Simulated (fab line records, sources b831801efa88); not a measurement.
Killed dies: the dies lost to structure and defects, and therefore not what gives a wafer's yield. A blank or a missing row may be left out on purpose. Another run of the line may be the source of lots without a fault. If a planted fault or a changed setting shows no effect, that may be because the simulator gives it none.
Which tool is to blame? -- flow sky130 -- 12 lots with 35 wafers sampled at 3 steps, on a route of 708 steps

WHAT EACH GAUGE READ, for each wafer
SKY_VIA3_THK_MEAS_01. Usual: VIA3_HDPCVD_THK typically reads 1633 nm, with standard deviation 17.
lot,measured,on,VIA3_HDPCVD_THK (nm),flag
L476,day 38 13:08,film_metro-01,1645 1649 1632,
L479,day 39 23:29,film_metro-03,1628 1659 1641,
L480,day 40 00:56,film_metro-04,1652 1652 1635,
L482,day 40 06:10,film_metro-03,1623 1650 1653,
L481,day 40 08:25,film_metro-01,1656 1642 1657,
L483,day 40 15:34,film_metro-04,1640 1660 1628,
L484,day 41 12:49,film_metro-01,1600 1638 1623,
L486,day 41 14:56,film_metro-03,1600 1608 1622,
L487,day 42 02:31,film_metro-04,1626 1634,
L490,day 42 21:01,film_metro-03,1631 1638 1617,
L497,day 44 13:10,film_metro-04,1636 1611 1629,
L498,day 44 18:49,film_metro-03,1621 1628 1631,

WHAT TOOL EACH LOT RAN ON (gives the tool, then ch and the chambers of the sampled wafers, and finally the start)
lot,SKY_METAL3_DESCUM_15,SKY_METAL3_STRIP_19
L476,"rie_metal-04 ch 0,1, day 38 12:03","plasma_asher-03 ch 0,1, day 38 12:22"
L479,"rie_metal-04 ch 0,1, day 39 22:22","plasma_asher-03 ch 0,1, day 39 22:42"
L480,"rie_metal-01 ch 0,1, day 39 23:51","plasma_asher-01 ch 0,1, day 40 00:10"
L482,"rie_metal-04 ch 0,1, day 40 05:00","plasma_asher-03 ch 0,1, day 40 05:19"
L481,"rie_metal-02 ch 0,1, day 40 07:12","plasma_asher-03 ch 0,1, day 40 07:31"
L483,"rie_metal-02 ch 0,1, day 40 14:28","plasma_asher-03 ch 0,1, day 40 14:48"
L484,"rie_metal-04 ch 1, day 41 11:33","plasma_asher-01 ch 0,1, day 41 12:03"
L486,"rie_metal-04 ch 0,1, day 41 13:40","plasma_asher-02 ch 0,1, day 41 14:11"
L487,"rie_metal-04 ch 0, day 42 01:25","plasma_asher-01 ch 0,1, day 42 01:45"
L490,"rie_metal-01 ch 0,1, day 42 19:55","plasma_asher-02 ch 0,1, day 42 20:16"
L497,"rie_metal-04 ch 0,1, day 44 11:58","plasma_asher-02 ch 0,1, day 44 12:24"
L498,"rie_metal-02 ch 0,1, day 44 17:43","plasma_asher-01 ch 0,1, day 44 18:03"
- SKY_METAL3_DESCUM_15: chemistry O2, time 8 s.
- SKY_METAL3_STRIP_19: strips in O2/N2.

WHAT THE TOOLS THEMSELVES READ (means of the sampled wafers that have a number; where no wafer has one, the mark that the record gives instead)
SKY_METAL3_DESCUM_15. Usual: drypump_motor_current_A 5.8 A, standard deviation 0.32; oes_product_au 0.999 a.u., standard deviation 0.013.
lot,tool,drypump_motor_current_A (A),oes_product_au (a.u.),flag
L476,rie_metal-04,5.9,0.995,
L479,rie_metal-04,5.9,1.003,
L480,rie_metal-01,5.9,1.012,
L482,rie_metal-04,6.0,1.005,
L481,rie_metal-02,5.4,0.994,
L483,rie_metal-02,5.3,0.991,
L484,rie_metal-04,5.8,0.989,
L486,rie_metal-04,5.9,0.999,
L487,rie_metal-04,6.0,1.006,
L490,rie_metal-01,6.0,1.020,
L497,rie_metal-04,5.9,0.995,
L498,rie_metal-02,5.2,0.995,

SKY_METAL3_STRIP_19. Usual: drypump_motor_current_A 5.8 A, standard deviation 0.45; oes_product_au 0.502 a.u., standard deviation 0.0064; strip_time_to_endpoint_s 6.54 s, standard deviation 0.12.
lot,tool,drypump_motor_current_A (A),oes_product_au (a.u.),strip_time_to_endpoint_s (s),flag
L476,plasma_asher-03,6.0,0.503,6.49,
L479,plasma_asher-03,5.9,0.502,6.55,
L480,plasma_asher-01,5.9,0.498,6.47,
L482,plasma_asher-03,5.8,0.492,6.34,
L481,plasma_asher-03,6.0,0.499,6.53,
L483,plasma_asher-03,5.8,0.503,6.60,
L484,plasma_asher-01,6.1,0.507,6.60,
L486,plasma_asher-02,5.5,0.506,6.55,
L487,plasma_asher-01,6.0,0.510,6.64,
L490,plasma_asher-02,5.1,0.498,6.50,
L497,plasma_asher-02,5.5,0.499,6.52,
L498,plasma_asher-01,6.1,0.498,6.46,

THE ANSWER, worked out from the rows above alone
Rule: take the mean of a lot's wafers that have a number; if it is more than 3 standard deviations from the usual mean, the lot is off. A lot without any number at a reading at which 4 lots or more have one is off too. All remaining lots with rows at the step are treated as sound. First the gauges in route order, then the tools' own readings, where a lot's mean is used as printed above. At the first step where some lot is off, the reading lying furthest off is the one used; lots without a number count as furthest.
No lot is off on any of the readings shown, so nothing can be concluded from this.

WHAT THE SIMULATOR HAD INSERTED
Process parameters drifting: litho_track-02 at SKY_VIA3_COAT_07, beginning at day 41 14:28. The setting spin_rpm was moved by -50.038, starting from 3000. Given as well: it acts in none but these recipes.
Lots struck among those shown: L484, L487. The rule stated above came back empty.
